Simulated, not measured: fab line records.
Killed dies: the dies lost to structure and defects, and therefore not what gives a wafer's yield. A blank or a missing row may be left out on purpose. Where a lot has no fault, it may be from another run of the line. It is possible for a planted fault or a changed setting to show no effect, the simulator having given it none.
Matching of chambers | flow gf180mcu | GF_STI_CMP_25 on cmp-02: 4 sister chambers
The step polishes, stops on Si3N4, t overpolish 33 s, target thk 524.6 nm. 7 wafers are shown with their chamber, then 7 later ones without.

== WAFERS PAIRED WITH THEIR CHAMBERS ==
wafer  | chamber | motorCurrentA (A) | timeToEndpointS (s)
L958.2 | 1       | 9.6               | 117
L958.3 | 2       | 11.7              | 116
L962.2 | 3       | 12.5              | 120
L962.3 | 0       | 12.0              | 114
L962.6 | 3       | 12.5              | 120
L963.1 | 2       | 12.1              | 118
L963.2 | 1       | 10.0              | 120

== WAFERS WITH NO CHAMBER GIVEN ==
wafer  | motorCurrentA (A) | timeToEndpointS (s)
L963.5 | 12.0              | 117
L968.4 | 12.4              | 118
L968.5 | 12.6              | 121
L968.6 | 11.5              | 117
L970.1 | 11.6              | 110
L970.3 | 11.6              | 118
L970.6 | 10.1              | 118

== THE CHAMBER EACH PASSED THROUGH ==
wafer  | from the rows above          | in truth
L963.5 | can't be placed: 2 or 0      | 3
L968.4 | can't be placed: 3 or 2 or 0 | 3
L968.5 | 3                            | 3
L968.6 | can't be placed: 2 or 0      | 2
L970.1 | can't be placed: 0 or 2      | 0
L970.3 | can't be placed: 2 or 0      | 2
L970.6 | 1                            | 1
Placed correctly: 2 of 7. Not placeable from these rows: 5 (in 4, the candidates include the true chamber). Wrongly placed: 0.
How it was worked out, from the rows above alone: a wafer's distance from a chamber is the root of the sum, over the readings, of the square of ((its reading less the chamber's mean) divided by the reading's scatter). If the next closest chamber is less than 2 further off than the closest, the wafer can't be placed; otherwise it belongs to the closest. The mean given for a chamber averages the wafers shown for that chamber. The scatter: take each reading less its chamber's mean, square it, sum over the shown wafers, divide by the number of wafers less the number of chambers, and take the root.
